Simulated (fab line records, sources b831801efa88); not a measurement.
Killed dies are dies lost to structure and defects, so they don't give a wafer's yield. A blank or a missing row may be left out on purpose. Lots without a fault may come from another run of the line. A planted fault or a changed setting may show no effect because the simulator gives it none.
Split-lot experiment | flow gf180mcu | 5 lots, 23 wafers read, on a route of 602 steps

THE SPLIT
At GF_V2_PEB_12 (peb time 90 s), the setting peb_time_s was moved away from the recipe's 90 s on 8 of the 23 wafers read, by -5.1% to +14.9%. The other wafers ran this setting at the recipe's value.

FROM THE SPLIT TO THE READING: what the file shows between them, 1 step
- GF_V2_DEVELOP_13: develop time 60 s

THE READING
cd_nm, in nm, at GF_V2_CD_MEAS_14 (target cd 260 nm). Fault-free wafers of this fab line usually give 260.2 nm, standard deviation 1.4 nm.

wafer  | tool, chamber at the split | peb_time_s as run, s | against the recipe | cd_nm, nm | against lot-mates on the recipe
L074.2 | litho_track-04, 0          | 90                   | recipe             | 262.2     | -
L074.4 | litho_track-04, 0          | 90                   | recipe             | 262.3     | -
L074.6 | litho_track-04, 0          | 90                   | recipe             | 262.0     | -
L076.1 | litho_track-04, 0          | 90                   | recipe             | 259.0     | -
L076.2 | litho_track-04, 0          | 90                   | recipe             | 257.4     | -
L076.3 | litho_track-04, 0          | 90                   | recipe             | 258.7     | -
L076.5 | litho_track-04, 0          | 90                   | recipe             | 258.2     | -
L076.6 | litho_track-04, 0          | 90                   | recipe             | 257.9     | -
L077.1 | litho_track-03, 0          | 90                   | recipe             | 260.8     | -
L077.3 | litho_track-03, 0          | 85.41                | -5.1%              | 259.6     | -0.8
L077.4 | litho_track-03, 0          | 90                   | recipe             | 260.0     | -
L077.5 | litho_track-03, 0          | 85.41                | -5.1%              | 258.6     | -1.8
L077.6 | litho_track-03, 0          | 85.41                | -5.1%              | 258.9     | -1.5
L081.2 | litho_track-02, 0          | 90                   | recipe             | 258.4     | -
L081.3 | litho_track-02, 0          | 90                   | recipe             | 258.6     | -
L081.4 | litho_track-02, 0          | 93.53                | +3.9%              | 258.6     | -0.1
L081.5 | litho_track-02, 0          | 93.53                | +3.9%              | 258.8     | +0.1
L081.6 | litho_track-02, 0          | 90                   | recipe             | 259.1     | -
L084.1 | litho_track-03, 0          | 103.4                | +14.9%             | 264.1     | +3.3
L084.2 | litho_track-03, 0          | 103.4                | +14.9%             | 265.5     | +4.7
L084.3 | litho_track-03, 0          | 90                   | recipe             | 261.0     | -
L084.4 | litho_track-03, 0          | 90                   | recipe             | 260.6     | -
L084.5 | litho_track-03, 0          | 103.4                | +14.9%             | 263.8     | +3.0

THE FIT
A straight line over all 23 wafers: cd_nm changes by +0.277 nm for each +1% of peb_time_s; r = +0.72; the points scatter about the line by 1.6 nm.
The same after taking each lot's own level away (the mean of its wafers on the recipe; 23 wafers): +0.243 nm for each +1%; r = +0.93; scatter 0.54 nm.
On that fit, the largest move of peb_time_s shifts the reading by 3.6 nm.
The lots' own levels span 258.24 to 262.17 nm, that is 2.8 times the standard deviation above.
So the lot-to-lot level blurs the effect unless lot-mates are compared.
Check: with one of the wafers moved furthest among these (+14.9%) left out of the fit, the line predicts +3.62 nm for it against its lot-mates. It came out at +3.3 nm against them.

OTHER SPLITS ON THESE WAFERS
These wafers also went through other splits before the reading. Each is held against what the fit with the lots' levels taken away leaves over:
other split on the same wafers       | wafers away from the commonest value | r with cd_nm (lot level and that fit taken away)
GF_V1_CMP_04 leave_above_ref_nm      | 5                                    | +0.01
GF_V1_ETCH_17 bias_w                 | 9                                    | +0.21
GF_V1_SPUTTER_22 chamber_pressure_pa | 15                                   | +0.21
GF_M2_SPUTTER_02 time_s              | 9                                    | +0.29
GF_M2_METAL_ETCH_16 bias_w           | 2                                    | +0.10
GF_V2_CMP_04 leave_above_ref_nm      | 5                                    | +0.01

THE FILE'S OWN FIT
cd_nm changes by +0.233 nm for each +1% of peb_time_s, r = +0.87.
